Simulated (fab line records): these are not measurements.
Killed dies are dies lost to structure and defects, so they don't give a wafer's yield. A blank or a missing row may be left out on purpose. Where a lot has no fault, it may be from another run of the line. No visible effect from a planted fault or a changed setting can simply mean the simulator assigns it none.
Which tool was responsible?	flow sky130	10 lots, 30 wafers sampled, at 6 steps of a route of 708

WHAT EACH GAUGE READ, for each wafer
SKY_NWELL_OVL_MEAS_10. Usual: NWELL_00_OVL typically reads -0.6 nm, with standard deviation 1.3.
lot	measured	on	NWELL_00_OVL (nm)	flag
L228	day 5 07:05	overlay-01	0.3 0.7 -0.2	
L229	day 5 07:23	overlay-02	-0.2 -0.3 -0.4	
L232	day 6 07:17	overlay-02	-1.8 0.2 0.4	
L237	day 7 07:42	overlay-02	1.6 1.7 0.4	
L239	day 7 21:41	overlay-01	0.7 -0.9 0.2	
L240	day 8 03:29	overlay-02	1.4 0.8 1.1	
L242	day 8 12:48	overlay-01	-1.2 -1.0 -0.3	
L244	day 8 21:38	overlay-01	0.6 -0.4 -1.9	
L246	day 9 11:14	overlay-02	0.7 0.6 -1.3	
L248	day 9 19:51	overlay-01	-1.7 -1.2 -0.9	

SKY_VT_ADJUST_LVTN_TW_MEAS_10. Usual: VT_ADJUST_LVTN_TW typically reads 241.1, with standard deviation 2.4.
lot	measured	on	VT_ADJUST_LVTN_TW	flag
L228	day 7 18:54	film-metro-04	244.1 243.1 244.6	
L229	day 7 19:16	film-metro-03	237.7 238.2 237.9	
L232	day 8 20:55	film-metro-04	242.8 241.8 241.6	
L237	day 9 22:18	film-metro-03	240.8 241.0 240.7	
L239	day 10 15:01	film-metro-01	243.6 244.0 244.3	
L240	day 10 21:02	film-metro-03	237.6 238.3 239.7	
L242	day 11 07:25	film-metro-01	242.4 241.4 242.3	
L244	day 11 16:18	film-metro-04	244.0 243.3 243.5	
L246	day 12 09:49	film-metro-03	238.1 236.1 238.0	
L248	day 12 19:01	film-metro-04	241.5 241.2 242.1	

SKY_LOCAL_INTERCONNECT_OVL_MEAS_12. Usual: LOCAL_INTERCONNECT_OVL typically reads -1 nm, with standard deviation 5.3.
lot	measured	on	LOCAL_INTERCONNECT_OVL (nm)	flag
L228	day 31 17:16	overlay-02	-4 -1 2	
L229	day 31 20:36	overlay-01	-5 0 -10	
L232	day 32 22:45	overlay-02	0 3 3	
L237	day 34 20:17	overlay-02	-9 -4 2	
L239	day 35 00:55	overlay-01	7 -2 0	
L240	day 35 05:24	overlay-02	6 9 3	
L242	day 35 17:02	overlay-02	1 -5 3	
L244	day 36 04:14	overlay-01	-6 -2 3	
L246	day 36 21:38	overlay-01	-8 -8 -9	
L248	day 37 05:59	overlay-02	3 4 6	

SKY_METAL5_RS_MEAS_05: measures by four-point-probe. Usual: METAL5_ALCU_RS typically reads 0.02721 ohm/sq, with standard deviation 0.00028.
lot	measured	on	METAL5_ALCU_RS (ohm/sq)	flag
L228	day 43 23:20	film-metro-04	0.02681 0.0268 0.02702	
L229	day 44 02:17	film-metro-03	0.0269 0.02668 0.02703	
L232	day 44 23:31	film-metro-02	0.02764 0.02769 0.02734	
L237	day 46 12:38	film-metro-02	0.02701 0.01984 0.02001 0.02702 0.01986 0.02001	OFF
L239	day 46 16:17	film-metro-03	0.01967 0.02712 0.02691 0.0197 0.02711 0.02692	OFF
L240	day 46 17:08	film-metro-04	0.02714 0.01957 0.02679 0.02713 0.01964 0.0268	OFF
L242	day 47 07:28	film-metro-04	0.02702 0.02727 0.02728	
L244	day 47 13:57	film-metro-04	0.02753 0.02722 0.02735	
L246	day 48 03:04	film-metro-04	0.02707 0.02721 0.02667	
L248	day 48 09:17	film-metro-04	0.02667 0.02746 0.02729	

SKY_METAL5_THK_MEAS_06: measures by xrf. Usual: METAL5_ALCU_THK typically reads 1164 nm, with standard deviation 14.
lot	measured	on	METAL5_ALCU_THK (nm)	flag
L228	day 43 23:28	film-metro-04	1178 1186 1169	
L229	day 44 02:23	film-metro-03	1174 1180 1163	
L232	day 44 23:37	film-metro-02	1146 1140 1161	
L237	day 46 20:46	film-metro-02	1166 1573 1559 1167 1584 1567	OFF
L239	day 46 18:55	film-metro-03	1605 1164 1183 1614 1168 1177	OFF
L240	day 46 20:43	film-metro-04	1170 1622 1190 1171 1623 1185	OFF
L242	day 47 07:35	film-metro-04	1170 1161 1155	
L244	day 47 14:03	film-metro-04	1153 1159 1157	
L246	day 48 03:10	film-metro-04	1173 1164 1186	
L248	day 48 09:24	film-metro-04	1193 1151 1154	

EACH LOT AND THE TOOL THAT RAN IT (in order: tool; ch and the chambers of the sampled wafers; start)
lot	SKY_METAL5_SPUTTER_02
L228	pvd-sputter-02, day 43 23:13
L229	pvd-sputter-02, day 44 02:08
L232	pvd-sputter-01, day 44 23:22
L237	pvd-sputter-02, day 46 12:31
L239	pvd-sputter-02, day 46 16:08
L240	pvd-sputter-02, day 46 17:02
L242	pvd-sputter-01, day 47 07:20
L244	pvd-sputter-01, day 47 13:44
L246	pvd-sputter-04, day 48 02:55
L248	pvd-sputter-04, day 48 09:10
- SKY_METAL5_SPUTTER_02: material AlCu, target thk 1150 nm, time 61.2 s.

AS READ BY THE TOOLS THEMSELVES (means over the sampled wafers that have a number; for cases with no such wafer, the mark the record gives instead)
SKY_METAL5_SPUTTER_02. Usual: chamber-pressure-pa 0.3999 Pa, standard deviation 0.00084; throttle-valve-pct 29.8 %, standard deviation 0.74.
lot	tool	chamber-pressure-pa (Pa)	throttle-valve-pct (%)	flag
L228	pvd-sputter-02	0.4001	29.8	
L229	pvd-sputter-02	0.3997	29.7	
L232	pvd-sputter-01	0.4000	29.7	
L237	pvd-sputter-02	0.3998	29.4	
L239	pvd-sputter-02	0.3999	30.1	
L240	pvd-sputter-02	0.4000	29.7	
L242	pvd-sputter-01	0.4005	29.1	
L244	pvd-sputter-01	0.4000	29.7	
L246	pvd-sputter-04	0.4007	29.9	
L248	pvd-sputter-04	0.4000	30.3	

THE ANSWER, worked out from the rows above alone
Rule: a lot counts as off when the mean over its wafers that have a number is more than 3 standard deviations away from the usual mean. A lot without any number at a reading at which 4 lots or more have one is off too. Where the step has rows for the other lots, those lots are counted as sound. After the gauges, taken in route order, come the tools' own readings; for these a lot's mean is taken, as printed above. At the first step where some lot is off, the reading lying furthest off is the one used; lots without a number count as furthest.
Off: at SKY_METAL5_RS_MEAS_05 (METAL5_ALCU_RS), L237, L239, L240.
A tool fits if, at a process step before that reading, it ran every lot that is off, and no sound lot after the first of them. Gauges at SKY_METAL5_RS_MEAS_05: tried the same way as those tools. One candidate fits, namely pvd-sputter-02 at SKY_METAL5_SPUTTER_02. A fault onset in the window from L229 (day 44 02:08, its last sound lot) to L237 (day 46 12:31, its first lot off) fits.

WHAT THE SIMULATOR HAD INSERTED
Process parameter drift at SKY_METAL5_SPUTTER_02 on pvd-sputter-02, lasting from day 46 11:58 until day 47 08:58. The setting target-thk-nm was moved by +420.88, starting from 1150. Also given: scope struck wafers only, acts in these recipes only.
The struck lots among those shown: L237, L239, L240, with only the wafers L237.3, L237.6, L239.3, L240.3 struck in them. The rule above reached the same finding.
